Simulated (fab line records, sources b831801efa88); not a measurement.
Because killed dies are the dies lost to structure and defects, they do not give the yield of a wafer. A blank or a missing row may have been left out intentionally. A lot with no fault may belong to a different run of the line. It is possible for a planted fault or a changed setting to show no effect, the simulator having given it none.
A struck lot beside a sound one || flow gf180mcu || 22 out of 602 route steps
Sound: these wafers, L842.1, L842.3, L842.4. Struck: wafers L857.2, L857.4, L857.5. The cause comes at the end.
Each step with rows lists, per side, the tool, then ch with its chambers, then its first start. Under that, the readings that differ: sound wafers || struck wafers || difference of the means || sigmas: that difference in standard deviations of wafers without a fault.
alike: words and numbers the same on both sides, and readings whose means are apart by under 2 such deviations; not compared: readings that were withheld, readings missing a value for some wafer, numbers with overlapping values and no deviation given by the record, and bounds like >300 which may hide the same value.
Wherever a step has rows on one side only, a row that says differs or no value, or a row with sigmas, the two part there. Numbers that don't overlap but have no deviation are shown without sigmas and don't part them. A reading missing from all wafers of one side parts the sides only when that side holds two or more wafers.

first, 6 steps without rows for these wafers: GF_VT_IMPLANT_HMDS_01 (prime time 60 s); GF_VT_IMPLANT_COAT_02 (resist thk 1000 nm); GF_VT_IMPLANT_SOFTBAKE_03 (time 60 s); GF_VT_IMPLANT_EXPOSE_04 (exposes mask LVPWELL LV AREA, target cd 600 nm); GF_VT_IMPLANT_PEB_05; GF_VT_IMPLANT_DEVELOP_06 (develop time 60 s).
GF_VT_IMPLANT_OVL_MEAS_07:
  sound on overlay-01, day 7 03:41; struck on overlay-02, day 11 00:17
  alike: VT_IMPLANT_OVL
following that, these wafers have no rows for 1 step: GF_VT_IMPLANT_IMPLANT_08.
GF_VT_IMPLANT_STRIP_09: strips in O2/N2.
  sound on plasma-asher-02 ch 0,1, day 7 03:52; struck on plasma-asher-02 ch 0, day 11 00:28
  alike: drypump-motor-current-A, heater-power-w, oes-product-au, strip-time-to-endpoint-s
  not compared: rf-hours-counter-h
GF_VT_IMPLANT_TW_MEAS_10:
  sound on film-metro-04, day 7 03:58; struck on film-metro-01, day 11 00:34
{"reading": "VT_IMPLANT_TW", "sound": "567 569 569", "struck": "559 558 559", "difference": -10, "sigmas": -2}
then, 2 steps without rows for these wafers: GF_VT_IMPLANT_DEHYDRATE_11 (time 60 s); GF_VT_IMPLANT_HMDS_12 (prime time 60 s).
GF_VT_IMPLANT_COAT_13: resist thk 1000 nm.
  sound on litho-track-01 ch 0, day 7 11:59; struck on litho-track-01 ch 0, day 11 09:21
{"reading": "spin-speed-rpm (rpm)", "sound": "3001.8 3002.0 3002.6", "struck": "3134.8 3128.7 3131.3", "difference": "+129.5", "sigmas": "+54"}
{"reading": "model.NOVOLAK_of_VT_IMPLANT_COAT_13.thk-nm (nm)", "sound": "1000 1001 1005", "struck": "981.8 978.1 979.2", "difference": -22.3, "sigmas": ""}
then, 3 steps without rows for these wafers: GF_VT_IMPLANT_SOFTBAKE_14 (time 60 s); GF_VT_IMPLANT_EXPOSE_15 (exposes mask Nwell LV AREA, target cd 860 nm); GF_VT_IMPLANT_PEB_16.
GF_VT_IMPLANT_DEVELOP_17: develop time 60 s.
  sound on litho-track-01 ch 0, day 7 20:14; struck on litho-track-01 ch 0, day 11 18:27
{"reading": "model.NOVOLAK_of_VT_IMPLANT_COAT_13.thk-nm (nm)", "sound": "999.9 1000 1005", "struck": "981.4 977.7 978.8", "difference": -22.3, "sigmas": ""}
GF_VT_IMPLANT_OVL_MEAS_18:
  sound on overlay-02, day 7 20:23; struck on overlay-01, day 11 18:35
{"reading": "VT_IMPLANT_01_OVL (nm)", "sound": "-1.2 -3.3 0.1", "struck": "3.5 1.2 0.4", "difference": "+3.2", "sigmas": "+3"}
following that, these wafers have no rows for 1 step: GF_VT_IMPLANT_IMPLANT_19.
GF_VT_IMPLANT_STRIP_20: strips in O2/N2.
  sound on plasma-asher-04 ch 0,1, day 7 20:34; struck on plasma-asher-01 ch 0,1, day 11 18:46
{"reading": "strip-time-to-endpoint-s (s)", "sound": "12.64 12.62 12.70", "struck": "12.41 12.37 12.38", "difference": -0.27, "sigmas": -8}
  alike: drypump-motor-current-A, heater-power-w, oes-product-au
  not compared: rf-hours-counter-h
GF_VT_IMPLANT_TW_MEAS_21:
  sound on film-metro-01, day 7 20:40; struck on film-metro-04, day 11 18:52
  alike: VT_IMPLANT_2_TW
-- the record jumps here: 23 days lie between the struck wafers' starts before and after (it left off in module VT_IMPLANT and takes up again in module PASSIVATION, whose first step shown is number 602 of the route) --
GF_PASSIVATION_PROBE_99:
  only the struck wafers here have rows in the record (prober-01, day 34 15:34); the sound ones have none

WHERE THEY PART
Last at GF_PASSIVATION_PROBE_99 as far as this record goes, first at GF_VT_IMPLANT_TW_MEAS_10.

WHY: what the simulator had put in
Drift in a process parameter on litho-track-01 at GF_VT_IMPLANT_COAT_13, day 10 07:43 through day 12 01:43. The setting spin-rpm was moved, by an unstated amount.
